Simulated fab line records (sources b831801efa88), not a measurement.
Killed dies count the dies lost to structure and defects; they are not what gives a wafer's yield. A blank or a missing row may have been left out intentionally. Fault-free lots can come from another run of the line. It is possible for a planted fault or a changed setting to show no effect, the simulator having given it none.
A sampling plan put to the test | flow sky130 | one fab line, 7 faults that these records tell of, each judged on the records of the lots that it struck
Plan = the line's own looks (route steps where a gauge or an inspection reads the wafer without altering it). Where struck wafers have a number at a look and the file lists that look's usual mean and standard deviation on fault-free wafers, the look can be judged. Caught: the struck wafers' mean, at a look after the fault's first step, is 4 or more of those standard deviations (sigma) away from the usual mean. On the tool: the test repeated on the tool's own readings taken at the fault's steps. If the struck wafers alone have a blank record, or they carry another recipe, that too counts as caught.

## THE FAULTS, as the simulator had put them in
1. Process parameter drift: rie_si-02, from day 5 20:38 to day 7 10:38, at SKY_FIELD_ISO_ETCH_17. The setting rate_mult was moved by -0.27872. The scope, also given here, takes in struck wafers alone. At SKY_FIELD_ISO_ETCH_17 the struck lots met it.
2. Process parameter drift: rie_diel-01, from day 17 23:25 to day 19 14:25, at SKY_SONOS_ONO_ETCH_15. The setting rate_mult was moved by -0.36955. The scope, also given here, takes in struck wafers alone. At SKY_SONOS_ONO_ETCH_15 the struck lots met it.
3. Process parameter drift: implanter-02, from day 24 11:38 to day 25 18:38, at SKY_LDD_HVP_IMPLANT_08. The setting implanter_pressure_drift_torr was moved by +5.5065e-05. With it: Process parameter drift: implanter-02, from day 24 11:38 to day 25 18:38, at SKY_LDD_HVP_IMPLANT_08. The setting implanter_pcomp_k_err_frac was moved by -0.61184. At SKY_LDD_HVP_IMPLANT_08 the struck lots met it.
4. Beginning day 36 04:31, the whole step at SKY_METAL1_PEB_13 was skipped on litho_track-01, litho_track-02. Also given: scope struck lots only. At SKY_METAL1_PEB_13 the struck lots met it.
5. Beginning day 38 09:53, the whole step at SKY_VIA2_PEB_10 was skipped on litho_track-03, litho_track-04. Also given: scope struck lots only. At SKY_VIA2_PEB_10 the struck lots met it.
6. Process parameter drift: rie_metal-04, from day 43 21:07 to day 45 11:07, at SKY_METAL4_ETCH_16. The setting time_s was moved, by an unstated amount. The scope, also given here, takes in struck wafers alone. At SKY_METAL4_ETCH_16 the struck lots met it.
7. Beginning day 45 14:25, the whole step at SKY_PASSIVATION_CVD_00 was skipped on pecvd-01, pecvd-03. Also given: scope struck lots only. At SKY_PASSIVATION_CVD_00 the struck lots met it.

## WHAT THE PLAN SAW
fault | on the tool itself                               | first look that catches it                   | reading, sigma | median hours from its first step to that look | hours from the fault's start to the first struck lot there | judged looks passed uncaught
1     | oes_product_au -20 sigma                         | no look after it can be judged               | -              | -                                             | -                                                          | 0
2     | oes_product_au -22 sigma                         | not the one look that can be judged after it | -              | -                                             | -                                                          | 1
3     | end_station_pressure_torr +99 or beyond sigma    | no look after it can be judged               | -              | -                                             | -                                                          | 0
4     | no reading that can be judged                    | no look after it can be judged               | -              | -                                             | -                                                          | 0
5     | no reading that can be judged                    | no look after it can be judged               | -              | -                                             | -                                                          | 0
6     | run_length_s -27 sigma                           | no look after it can be judged               | -              | -                                             | -                                                          | 0
7     | the tool's record is blank for the struck wafers | no look after it can be judged               | -              | -                                             | -                                                          | 0
A dash: this means the fault isn't caught or the number doesn't appear in these records.

Caught at a look: 0 of 7. Caught on the tool: 5 of 7. By one or the other: 5 of 7.
Faults 1, 2, 3, 6, 7 were caught on the tool alone.
Caught by neither: faults 4, 5.
